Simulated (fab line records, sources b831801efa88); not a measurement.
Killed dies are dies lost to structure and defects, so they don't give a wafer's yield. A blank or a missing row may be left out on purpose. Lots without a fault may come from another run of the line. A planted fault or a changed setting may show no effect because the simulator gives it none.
Which tool did it? | flow gf180mcu | 14 lots, 42 wafers sampled, at 5 steps of a route of 602

WHAT THE GAUGES READ, wafer by wafer
GF_STI_THK_MEAS_02.
lot  | measured    | on            | STI_OXIDATION_THK (nm)
L917 | day 1 12:10 | film_metro-02 | 10.34 10.29 10.52
L918 | day 1 16:31 | film_metro-04 | 10.32 10.21 10.28
L920 | day 2 03:08 | film_metro-01 | 9.99 9.94 9.90
L921 | day 2 07:32 | film_metro-01 | 9.99 10.16 10.18
L922 | day 2 15:07 | film_metro-04 | 16.61 16.51 16.54
L923 | day 2 22:17 | film_metro-01 | 10.45 10.46 10.25
L925 | day 3 07:50 | film_metro-02 | 16.65 16.40 16.73
L926 | day 3 13:35 | film_metro-01 | 16.10 16.41 16.48
L932 | day 4 14:31 | film_metro-01 | 10.07 10.00 10.34
L933 | day 4 19:32 | film_metro-01 | 9.91 10.04 10.23
L934 | day 5 00:31 | film_metro-04 | 10.03 10.11 10.11
L936 | day 5 13:05 | film_metro-04 | 10.06 9.90 10.05
L937 | day 5 15:50 | film_metro-01 | 10.19 9.95 9.94
L939 | day 6 01:31 | film_metro-01 | 9.89 10.07 10.12

GF_CONTACT_OVL_MEAS_15.
lot  | measured     | on         | CONTACT_OVL (nm)
L917 | day 16 00:59 | overlay-02 | -8 -3 -2
L918 | day 16 04:22 | overlay-02 | 4 -8 -5
L920 | day 17 14:06 | overlay-01 | 2 -7 -5
L921 | day 17 18:59 | overlay-01 | 3 1 1
L922 | day 18 02:46 | overlay-01 | -4 -3 -8
L923 | day 18 11:49 | overlay-02 | 3 0 -1
L925 | day 19 04:50 | overlay-01 | 0 0 -3
L926 | day 19 14:14 | overlay-01 | -7 -13 -6
L932 | day 21 21:19 | overlay-02 | 1 7 3
L933 | day 22 02:31 | overlay-02 | 5 8 9
L934 | day 22 12:17 | overlay-01 | -3 4 3
L936 | day 23 02:11 | overlay-01 | -4 -2 -5
L937 | day 23 06:15 | overlay-01 | 0 -6 4
L939 | day 24 00:13 | overlay-01 | 9 -2 4

GF_M2_CD_MEAS_14: target cd 280 nm.
lot  | measured     | on        | cd_nm (nm)
L917 | day 19 01:50 | cd_sem-01 | 281.8 281.2 282.8
L918 | day 19 04:26 | cd_sem-02 | 282.6 280.9 282.5
L920 | day 20 18:26 | cd_sem-01 | 280.9 280.6 281.9
L921 | day 20 23:29 | cd_sem-01 | 277.7 277.5 277.1
L922 | day 21 06:29 | cd_sem-01 | 277.9 278.2 279.2
L923 | day 21 16:45 | cd_sem-02 | 280.3 279.0 280.0
L925 | day 22 09:46 | cd_sem-02 | 280.0 279.8 280.6
L926 | day 22 18:13 | cd_sem-01 | 280.3 281.7 280.5
L932 | day 24 21:56 | cd_sem-01 | 281.2 280.4 280.4
L933 | day 25 00:17 | cd_sem-02 | 280.7 281.6 282.5
L934 | day 25 14:51 | cd_sem-01 | 279.0 278.9 279.0
L936 | day 25 22:57 | cd_sem-02 | 280.0 278.7 279.2
L937 | day 26 04:02 | cd_sem-02 | 278.9 278.9 277.7
L939 | day 26 20:58 | cd_sem-02 | 278.5 279.0 278.8

WHICH TOOL RAN EACH LOT (tool, then ch and the chambers of the sampled wafers, then the start)
lot  | GF_STI_OXIDATION_01          | GF_V1_ETCH_16
L917 | furnace-02 ch 0, day 1 10:46 | rie_diel-04 ch 1,2,3, day 18 00:16
L918 | furnace-02 ch 0, day 1 15:07 | rie_diel-01 ch 1,2,3, day 18 03:09
L920 | furnace-02 ch 0, day 2 01:44 | rie_diel-04 ch 0,2,3, day 19 16:51
L921 | furnace-02 ch 0, day 2 06:08 | rie_diel-02 ch 0,1,3, day 19 21:13
L922 | furnace-02 ch 0, day 2 11:11 | rie_diel-04 ch 0,1,3, day 20 05:18
L923 | furnace-02 ch 0, day 2 20:52 | rie_diel-02 ch 1,2,3, day 20 15:08
L925 | furnace-02 ch 0, day 3 03:38 | rie_diel-01 ch 1,2,3, day 21 08:23
L926 | furnace-02 ch 0, day 3 08:59 | rie_diel-04 ch 0,1,2, day 21 17:32
L932 | furnace-01 ch 0, day 4 13:07 | rie_diel-01 ch 0,3, day 23 22:04
L933 | furnace-01 ch 0, day 4 18:07 | rie_diel-02 ch 1,2, day 24 01:35
L934 | furnace-01 ch 0, day 4 23:07 | rie_diel-01 ch 1,2,3, day 24 15:53
L936 | furnace-01 ch 0, day 5 11:41 | rie_diel-04 ch 0,1,2, day 25 00:02
L937 | furnace-02 ch 0, day 5 14:25 | rie_diel-01 ch 2,3, day 25 05:08
L939 | furnace-01 ch 0, day 6 00:07 | rie_diel-02 ch 0,1,3, day 25 22:37
- GF_STI_OXIDATION_01: stabilise 600 s, purge 300 s, target thk 10 nm.
- GF_V1_ETCH_16: etches BARC in N2/H2.

WHAT THE TOOLS THEMSELVES READ (means of the sampled wafers that have a number; where no wafer has one, the mark that the record gives instead)
GF_V1_ETCH_16.
lot  | tool        | drypump_motor_current_A (A) | h2_flow_sccm (sccm) | oes_product_au (a.u.) | throttle_valve_pct (%)
L917 | rie_diel-04 | 6.0                         | 200.6               | 0.855                 | 13.224
L918 | rie_diel-01 | 5.3                         | 200.1               | 0.852                 | 13.224
L920 | rie_diel-04 | 5.8                         | 200.1               | 0.851                 | 13.231
L921 | rie_diel-02 | 6.1                         | 200.1               | 0.856                 | 13.222
L922 | rie_diel-04 | 6.0                         | 200.3               | 0.851                 | 13.218
L923 | rie_diel-02 | 5.9                         | 199.9               | 0.848                 | 13.220
L925 | rie_diel-01 | 5.3                         | 199.2               | 0.852                 | 13.224
L926 | rie_diel-04 | 6.0                         | 200.3               | 0.855                 | 13.226
L932 | rie_diel-01 | 6.2                         | 199.5               | 0.855                 | 13.211
L933 | rie_diel-02 | 5.7                         | 199.6               | 0.857                 | 13.226
L934 | rie_diel-01 | 5.3                         | 200.0               | 0.858                 | 13.231
L936 | rie_diel-04 | 5.9                         | 200.2               | 0.857                 | 13.226
L937 | rie_diel-01 | 5.3                         | 199.9               | 0.852                 | 13.229
L939 | rie_diel-02 | 6.1                         | 200.4               | 0.853                 | 13.233

THE ANSWER, worked out from the rows above alone
Rule: what is usual is taken from the lots themselves. Put in order of their means at a reading, lots are off if they are a third of the lots or fewer, leave a main group of 4 or more, and stand apart from it by a gap of 3 or more times the standard deviation of the main group's means; of several such gaps the widest counts. A main group whose means are all the same, to the digits that the tables above print for the reading, isn't used. A lot without any number at a reading at which 4 lots or more have one is off too. The other lots that the step has rows for count as sound. The gauges are gone through in route order, then the tools' own readings, and for those a lot's mean is taken as printed above. The first step at which some lot is off is used, and at that step the reading that is off furthest; a lot without a number counts as furthest.
Off: L922, L925, L926, at GF_STI_THK_MEAS_02 (STI_OXIDATION_THK). The main group: mean 10.13 nm, standard deviation 0.14.
A tool fits if, at a process step before that reading, it ran every lot that is off, and no sound lot after the first of them. The gauges at GF_STI_THK_MEAS_02 are tried like those tools. None of those tried fits.

WHAT THE SIMULATOR HAD PUT IN
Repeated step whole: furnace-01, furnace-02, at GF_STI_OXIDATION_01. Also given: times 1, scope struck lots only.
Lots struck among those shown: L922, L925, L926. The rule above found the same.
